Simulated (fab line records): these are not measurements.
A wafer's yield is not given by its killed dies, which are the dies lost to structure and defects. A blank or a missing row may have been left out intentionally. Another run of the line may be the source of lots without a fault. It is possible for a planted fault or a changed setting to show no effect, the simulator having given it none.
The tool behind it: which one? :: flow sky130 :: 11 lots, 33 wafers sampled, at 5 steps of a route of 708

WHAT EACH GAUGE READ, for each wafer
No reading from a measuring or inspecting step in the record can be judged against a usual standard deviation.

EACH LOT AND THE TOOL THAT RAN IT (in order: tool; ch and the chambers of the sampled wafers; start)
lot: L731
SKY_VIA2_CVD_21: cvd w-02 ch 0,1, day 36 06:23
SKY_METAL4_COAT_07: litho track-03 ch 0, day 41 03:32
SKY_METAL4_ETCH_16: rie metal-03 ch 0,1, day 41 13:30
SKY_METAL4_STRIP_19: plasma asher-01 ch 0,1, day 41 13:47
SKY_VIA4_CVD_18: cvd w-02 ch 0,1, day 42 15:16

lot: L737
SKY_VIA2_CVD_21: cvd w-02 ch 0,1, day 38 19:13
SKY_METAL4_COAT_07: litho track-03 ch 0, day 43 18:02
SKY_METAL4_ETCH_16: rie metal-03 ch 0,1, day 44 07:06
SKY_METAL4_STRIP_19: plasma asher-03 ch 1, day 44 07:24
SKY_VIA4_CVD_18: cvd w-02 ch 0,1, day 45 06:47

lot: L736
SKY_VIA2_CVD_21: cvd w-02 ch 0,1, day 38 23:47
SKY_METAL4_COAT_07: litho track-02 ch 0, day 43 19:16
SKY_METAL4_ETCH_16: rie metal-03 ch 0,1, day 44 08:06
SKY_METAL4_STRIP_19: plasma asher-03 ch 0,1, day 44 08:24
SKY_VIA4_CVD_18: cvd w-02 ch 0,1, day 45 07:59

lot: L738
SKY_VIA2_CVD_21: cvd w-01 ch 0,1, day 39 15:29
SKY_METAL4_COAT_07: litho track-03 ch 0, day 44 03:59
SKY_METAL4_ETCH_16: rie metal-03 ch 0,1, day 44 14:43
SKY_METAL4_STRIP_19: plasma asher-01 ch 0,1, day 44 15:01
SKY_VIA4_CVD_18: cvd w-02 ch 0,1, day 45 14:58

lot: L741
SKY_VIA2_CVD_21: cvd w-01 ch 0,1, day 39 16:41
SKY_METAL4_COAT_07: litho track-01 ch 0, day 44 04:31
SKY_METAL4_ETCH_16: rie metal-02 ch 0,1, day 44 15:02
SKY_METAL4_STRIP_19: plasma asher-03 ch 0,1, day 44 15:19
SKY_VIA4_CVD_18: cvd w-01 ch 0,1, day 45 15:22

lot: L744
SKY_VIA2_CVD_21: cvd w-01 ch 0,1, day 40 17:16
SKY_METAL4_COAT_07: litho track-01 ch 0, day 45 03:29
SKY_METAL4_ETCH_16: rie metal-01 ch 0,1, day 45 14:02
SKY_METAL4_STRIP_19: plasma asher-01 ch 0,1, day 45 14:22
SKY_VIA4_CVD_18: cvd w-02 ch 0,1, day 46 12:50

lot: L745
SKY_VIA2_CVD_21: cvd w-01 ch 0,1, day 40 20:29
SKY_METAL4_COAT_07: litho track-02 ch 0, day 45 05:52
SKY_METAL4_ETCH_16: rie metal-02 ch 0,1, day 45 15:18
SKY_METAL4_STRIP_19: plasma asher-01 ch 0,1, day 45 15:36
SKY_VIA4_CVD_18: cvd w-02 ch 0,1, day 46 14:37

lot: L746
SKY_VIA2_CVD_21: cvd w-02 ch 0,1, day 41 02:44
SKY_METAL4_COAT_07: litho track-03 ch 0, day 45 11:11
SKY_METAL4_ETCH_16: rie metal-01 ch 0,1, day 45 21:42
SKY_METAL4_STRIP_19: plasma asher-01 ch 0,1, day 45 22:00
SKY_VIA4_CVD_18: cvd w-01 ch 0,1, day 46 19:28

lot: L747
SKY_VIA2_CVD_21: cvd w-01 ch 0,1, day 41 11:27
SKY_METAL4_COAT_07: litho track-02 ch 0, day 45 21:49
SKY_METAL4_ETCH_16: rie metal-03 ch 0,1, day 46 08:45
SKY_METAL4_STRIP_19: plasma asher-04 ch 0,1, day 46 09:03
SKY_VIA4_CVD_18: cvd w-01 ch 0,1, day 47 07:31

lot: L750
SKY_VIA2_CVD_21: cvd w-01 ch 0,1, day 42 09:10
SKY_METAL4_COAT_07: litho track-03 ch 0, day 46 16:29
SKY_METAL4_ETCH_16: rie metal-01 ch 0, day 47 04:13
SKY_METAL4_STRIP_19: plasma asher-04 ch 0,1, day 47 04:34
SKY_VIA4_CVD_18: cvd w-01 ch 0, day 48 01:57

lot: L752
SKY_VIA2_CVD_21: cvd w-01 ch 0,1, day 42 12:56
SKY_METAL4_COAT_07: litho track-02 ch 0, day 46 19:31
SKY_METAL4_ETCH_16: rie metal-01 ch 0, day 47 06:37
SKY_METAL4_STRIP_19: plasma asher-01 ch 1, day 47 07:00
SKY_VIA4_CVD_18: cvd w-01 ch 0, day 48 06:18
- SKY_VIA2_CVD_21: deposits W, target thk 420 nm, time 126.4 s.
- SKY_METAL4_COAT_07: resist thk 60 nm.
- SKY_METAL4_ETCH_16: etches BARC in N2/H2, stops on SiO2, time 88.2 s, target depth 60 nm.
- SKY_METAL4_STRIP_19: strips in O2/N2.
- SKY_VIA4_CVD_18: deposits W, target thk 505 nm, time 152.14 s.

WHAT THE TOOLS THEMSELVES READ (means of the sampled wafers that have a number; where no wafer has one, the mark that the record gives instead)
SKY_VIA2_CVD_21. Usual: 860 W for heater power w, sd 150.
lot: L731
tool: cvd w-02
heater power w (W): 794
flag: 

lot: L737
tool: cvd w-02
heater power w (W): 823
flag: 

lot: L736
tool: cvd w-02
heater power w (W): 815
flag: 

lot: L738
tool: cvd w-01
heater power w (W): 822
flag: 

lot: L741
tool: cvd w-01
heater power w (W): 946
flag: 

lot: L744
tool: cvd w-01
heater power w (W): 826
flag: 

lot: L745
tool: cvd w-01
heater power w (W): 958
flag: 

lot: L746
tool: cvd w-02
heater power w (W): 815
flag: 

lot: L747
tool: cvd w-01
heater power w (W): 828
flag: 

lot: L750
tool: cvd w-01
heater power w (W): 835
flag: 

lot: L752
tool: cvd w-01
heater power w (W): 943
flag: 

SKY_METAL4_COAT_07. Usual: 3000.5 rpm for spin speed rpm, sd 2.
lot: L731
tool: litho track-03
spin speed rpm (rpm): 2999.3
flag: 

lot: L737
tool: litho track-03
spin speed rpm (rpm): 3001.0
flag: 

lot: L736
tool: litho track-02
spin speed rpm (rpm): 2998.7
flag: 

lot: L738
tool: litho track-03
spin speed rpm (rpm): 3001.7
flag: 

lot: L741
tool: litho track-01
spin speed rpm (rpm): 3000.0
flag: 

lot: L744
tool: litho track-01
spin speed rpm (rpm): 3000.4
flag: 

lot: L745
tool: litho track-02
spin speed rpm (rpm): 2999.8
flag: 

lot: L746
tool: litho track-03
spin speed rpm (rpm): 2606.7
flag: OFF

lot: L747
tool: litho track-02
spin speed rpm (rpm): 3000.0
flag: 

lot: L750
tool: litho track-03
spin speed rpm (rpm): 2606.4
flag: OFF

lot: L752
tool: litho track-02
spin speed rpm (rpm): 3001.4
flag: 

SKY_METAL4_ETCH_16. Usual: drypump motor current A 5.6 A, standard deviation 0.39; oes product au 0.626 a.u., standard deviation 0.0046; throttle valve pct 13.206 %, standard deviation 0.0084.
lot: L731
tool: rie metal-03
drypump motor current A (A): 5.3
oes product au (a.u.): 0.629
throttle valve pct (%): 13.210
flag: 

lot: L737
tool: rie metal-03
drypump motor current A (A): 5.3
oes product au (a.u.): 0.629
throttle valve pct (%): 13.212
flag: 

lot: L736
tool: rie metal-03
drypump motor current A (A): 5.3
oes product au (a.u.): 0.627
throttle valve pct (%): 13.208
flag: 

lot: L738
tool: rie metal-03
drypump motor current A (A): 5.6
oes product au (a.u.): 0.623
throttle valve pct (%): 13.204
flag: 

lot: L741
tool: rie metal-02
drypump motor current A (A): 5.6
oes product au (a.u.): 0.622
throttle valve pct (%): 13.206
flag: 

lot: L744
tool: rie metal-01
drypump motor current A (A): 5.4
oes product au (a.u.): 0.622
throttle valve pct (%): 13.211
flag: 

lot: L745
tool: rie metal-02
drypump motor current A (A): 5.9
oes product au (a.u.): 0.627
throttle valve pct (%): 13.201
flag: 

lot: L746
tool: rie metal-01
drypump motor current A (A): 5.7
oes product au (a.u.): 0.650
throttle valve pct (%): 13.208
flag: OFF

lot: L747
tool: rie metal-03
drypump motor current A (A): 5.3
oes product au (a.u.): 0.628
throttle valve pct (%): 13.211
flag: 

lot: L750
tool: rie metal-01
drypump motor current A (A): 5.9
oes product au (a.u.): 0.643
throttle valve pct (%): 13.208
flag: OFF

lot: L752
tool: rie metal-01
drypump motor current A (A): 5.9
oes product au (a.u.): 0.624
throttle valve pct (%): 13.202
flag: 

SKY_METAL4_STRIP_19. Usual: drypump motor current A 5.6 A, standard deviation 0.53; oes product au 0.503 a.u., standard deviation 0.0051; strip time to endpoint s 6.55 s, standard deviation 0.065.
lot: L731
tool: plasma asher-01
drypump motor current A (A): 5.5
oes product au (a.u.): 0.503
strip time to endpoint s (s): 6.61
flag: 

lot: L737
tool: plasma asher-03
drypump motor current A (A): 6.1
oes product au (a.u.): 0.503
strip time to endpoint s (s): 6.62
flag: 

lot: L736
tool: plasma asher-03
drypump motor current A (A): 5.3
oes product au (a.u.): 0.499
strip time to endpoint s (s): 6.52
flag: 

lot: L738
tool: plasma asher-01
drypump motor current A (A): 5.5
oes product au (a.u.): 0.510
strip time to endpoint s (s): 6.62
flag: 

lot: L741
tool: plasma asher-03
drypump motor current A (A): 5.3
oes product au (a.u.): 0.502
strip time to endpoint s (s): 6.57
flag: 

lot: L744
tool: plasma asher-01
drypump motor current A (A): 5.5
oes product au (a.u.): 0.498
strip time to endpoint s (s): 6.51
flag: 

lot: L745
tool: plasma asher-01
drypump motor current A (A): 5.8
oes product au (a.u.): 0.511
strip time to endpoint s (s): 6.63
flag: 

lot: L746
tool: plasma asher-01
drypump motor current A (A): 5.7
oes product au (a.u.): 0.504
strip time to endpoint s (s): 6.56
flag: 

lot: L747
tool: plasma asher-04
drypump motor current A (A): 5.8
oes product au (a.u.): 0.501
strip time to endpoint s (s): 6.50
flag: 

lot: L750
tool: plasma asher-04
drypump motor current A (A): 5.8
oes product au (a.u.): 0.506
strip time to endpoint s (s): 6.66
flag: 

lot: L752
tool: plasma asher-01
drypump motor current A (A): 6.0
oes product au (a.u.): 0.508
strip time to endpoint s (s): 6.59
flag: 

SKY_VIA4_CVD_18. Usual: 826 W for heater power w, sd 110.
lot: L731
tool: cvd w-02
heater power w (W): 811
flag: 

lot: L737
tool: cvd w-02
heater power w (W): 799
flag: 

lot: L736
tool: cvd w-02
heater power w (W): 808
flag: 

lot: L738
tool: cvd w-02
heater power w (W): 836
flag: 

lot: L741
tool: cvd w-01
heater power w (W): 944
flag: 

lot: L744
tool: cvd w-02
heater power w (W): 809
flag: 

lot: L745
tool: cvd w-02
heater power w (W): 836
flag: 

lot: L746
tool: cvd w-01
heater power w (W): 829
flag: 

lot: L747
tool: cvd w-01
heater power w (W): 946
flag: 

lot: L750
tool: cvd w-01
heater power w (W): 709
flag: 

lot: L752
tool: cvd w-01
heater power w (W): 702
flag: 

THE ANSWER, worked out from the rows above alone
Rule: a lot counts as off when the mean over its wafers that have a number is more than 3 standard deviations away from the usual mean. Also off: a lot with no number at a reading for which 4 or more lots have one. Where the step has rows for the other lots, those lots are counted as sound. Order of review: gauges by route order, followed by the tools' own readings, for which a lot's mean as printed above is used. At the first step where some lot is off, the reading lying furthest off is the one used; lots without a number count as furthest.
Off, at SKY_METAL4_COAT_07 on spin speed rpm: L746, L750.
A tool fits if, at that step or a process step before it, it ran every lot that is off, and no sound lot after the first of them. One candidate fits, namely litho track-03 at SKY_METAL4_COAT_07. A fault onset in the window from L738 (day 44 03:59, its last sound lot) to L746 (day 45 11:11, its first lot off) fits.
On the lots that are off, the tool's own readings at SKY_METAL4_COAT_07 differ by more than 5 times the standard deviation of the sound lots' means, which bears it out; spin speed rpm reads 2606.6 rpm there versus 3000.3 rpm on the sound lots.

WHAT THE SIMULATOR HAD PUT IN
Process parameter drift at SKY_METAL4_COAT_07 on litho track-03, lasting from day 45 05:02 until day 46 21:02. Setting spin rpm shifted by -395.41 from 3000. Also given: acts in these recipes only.
Struck lots among those shown: L746, L750. The same result came from the rule above.
